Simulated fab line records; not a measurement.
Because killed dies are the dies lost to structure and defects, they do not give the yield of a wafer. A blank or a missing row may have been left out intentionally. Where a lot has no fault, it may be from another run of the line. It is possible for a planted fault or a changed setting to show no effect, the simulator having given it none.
A struck lot beside a sound one / flow sky130 / 18 steps out of a route of 708
Sound: the wafers L563.1, L563.2, L563.6. Wafers L560.1, L560.3, L560.4 were the ones struck. The cause comes at the end.
At each step with rows: each side's tool, then ch and its chambers, then its first start. Under that, the readings that differ: sound wafers / struck wafers / difference of the means / sigmas: that difference in standard deviations of wafers without a fault.
alike: readings whose means differ by less than 2 such deviations, and words and numbers that are the same on both sides. not compared: withheld readings, readings that some wafer has no value for, bounds like >300 that may hide the same value, and numbers for which the record gives no deviation and whose values overlap.
Wherever a step has rows on one side only, a row that says differs or no value, or a row with sigmas, the two part there. Numbers that have no deviation but don't overlap get no sigmas and don't part them. A reading missing from all wafers of one side parts the sides only when that side holds two or more wafers.

first, 3 steps without rows for these wafers: SKY_LI_CONTACT_EXPOSE_09 (exposes mask LICM1, target cd 170 nm); SKY_LI_CONTACT_PEB_10; SKY_LI_CONTACT_DEVELOP_11 (develop time 60 s).
SKY_LI_CONTACT_CD_MEAS_12: target cd 170 nm.
  sound: cdSem-01 at day 33 21:58; struck: cdSem-02 at day 33 07:13
  alike: cdNm
SKY_LI_CONTACT_OVL_MEAS_13:
  sound: overlay-02 at day 33 22:05; struck: overlay-02 at day 33 07:20
  alike: LI_CONTACT_OVL
then, 1 step without rows for these wafers: SKY_LI_CONTACT_ETCH_14 (etches BARC in N2/H2, stops on SiO2, time 45.9 s, target depth 60 nm).
SKY_LI_CONTACT_ETCH_15: etches PSG in C4F8/O2/Ar, stops on Si, target depth 600 nm.
  sound on rieDiel-02 ch 0,2,3, day 33 22:10; struck on rieDiel-02 ch 1,2, day 33 07:25
  alike: oesProductAu
SKY_LI_CONTACT_STRIP_16: strips in O2/N2.
  sound on plasmaAsher-02 ch 0,1, day 33 22:14; struck on plasmaAsher-04 ch 0,1, day 33 07:29
  alike: drypumpMotorCurrentA, oesProductAu, stripTimeToEndpointS
  not compared: rfHoursCounterH
then, 2 steps without rows for these wafers: SKY_LI_CONTACT_CLEAN_17 (cleans in NMP, time 600 s); SKY_LI_CONTACT_PRE_CLEAN_18 (time 5.6 s).
SKY_LI_CONTACT_SPUTTER_19: material Ti, target thk 20 nm, time 106.37 s.
  sound: pvdSputter-02 at day 33 22:32; struck: pvdSputter-04 at day 33 07:47
reading=throttleValvePct (%); sound=30.5 32.3 32.9; struck=28.0 29.8 29.2; difference=-2.9; sigmas=-2
SKY_LI_CONTACT_SPUTTER_20: material TiN, target thk 20 nm, time 80 s.
  sound: pvdSputter-02 at day 33 22:37; struck: pvdSputter-04 at day 33 07:52
reading=throttleValvePct (%); sound=30.3 32.2 33.0; struck=28.2 29.5 29.4; difference=-2.8; sigmas=-2
SKY_LI_CONTACT_CVD_21: deposits W, target thk 400 nm, time 120.56 s.
  sound on cvdW-01 ch 0,1, day 33 22:41; struck on cvdW-02 ch 0,1, day 33 07:56
reading=chamberPressureTorr (Torr); sound=40.00 39.91 40.06; struck=21.35 21.36 21.39; difference=-18.62; sigmas=-99 or more
reading=heaterPowerW (W); sound=862 752 774; struck=883 889 882; difference=+89; sigmas=+2
reading=model.W_of_LI_CONTACT_CVD_21.thkNm (nm); sound=400.5 399.9 404.9; struck=297.5 299.1 293.2; difference=-105.2; sigmas=
  not compared: sinceWetCleanH
SKY_LI_CONTACT_RS_MEAS_22: a four-point-probe measurement.
  sound: filmMetro-04 at day 33 22:49; struck: filmMetro-04 at day 33 08:03
reading=LI_CONTACT_W_RS (ohm/sq); sound=0.285 0.285 0.282; struck=0.384 0.382 0.390; difference=+0.101; sigmas=+33
SKY_LI_CONTACT_THK_MEAS_23: measures by xrf.
  sound: filmMetro-04 at day 33 22:56; struck: filmMetro-04 at day 33 08:10
reading=LI_CONTACT_W_THK (nm); sound=412 411 416; struck=304 306 298; difference=-110; sigmas=-19
SKY_LI_CONTACT_CMP_24: polishes, stops on PSG, t overpolish 20 s, target thk 0 nm.
  sound on cmp-02 ch 0,2,3, day 33 23:05; struck on cmp-02 ch 0,1,2, day 33 08:28
reading=timeToEndpointS (s); sound=95 96 106; struck=76 65 67; difference=-30; sigmas=-6
  alike: motorCurrentA, platenRpm
SKY_LOCAL_INTERCONNECT_SPUTTER_00: material TiN, target thk 100 nm, time 83.3 s.
  sound: pvdSputter-04 at day 33 23:17; struck: pvdSputter-03 at day 33 08:46
  alike: throttleValvePct
-- a jump in the record: the struck wafers' starts before and after are 15 days apart (it breaks off in module LOCAL_INTERCONNECT and resumes in module PAD_OPEN, where the first step shown is number 708 of the route) --
SKY_PAD_OPEN_PROBE_99:
  sound: prober-01 at day 49 04:59; struck: prober-02 at day 48 17:59
  alike: killed_at_M0_to_M3, killed_at_M4_up, killedAtContacts, killedAtFrontEnd, killedAtOther, killedDies, killedOpen, killedShort

## WHERE THEY PART
First at SKY_LI_CONTACT_SPUTTER_19; last, within this record, at SKY_LI_CONTACT_CMP_24. Later steps at which nothing parts them and some readings are alike: SKY_LOCAL_INTERCONNECT_SPUTTER_00, SKY_PAD_OPEN_PROBE_99.

WHY: what the simulator had put in
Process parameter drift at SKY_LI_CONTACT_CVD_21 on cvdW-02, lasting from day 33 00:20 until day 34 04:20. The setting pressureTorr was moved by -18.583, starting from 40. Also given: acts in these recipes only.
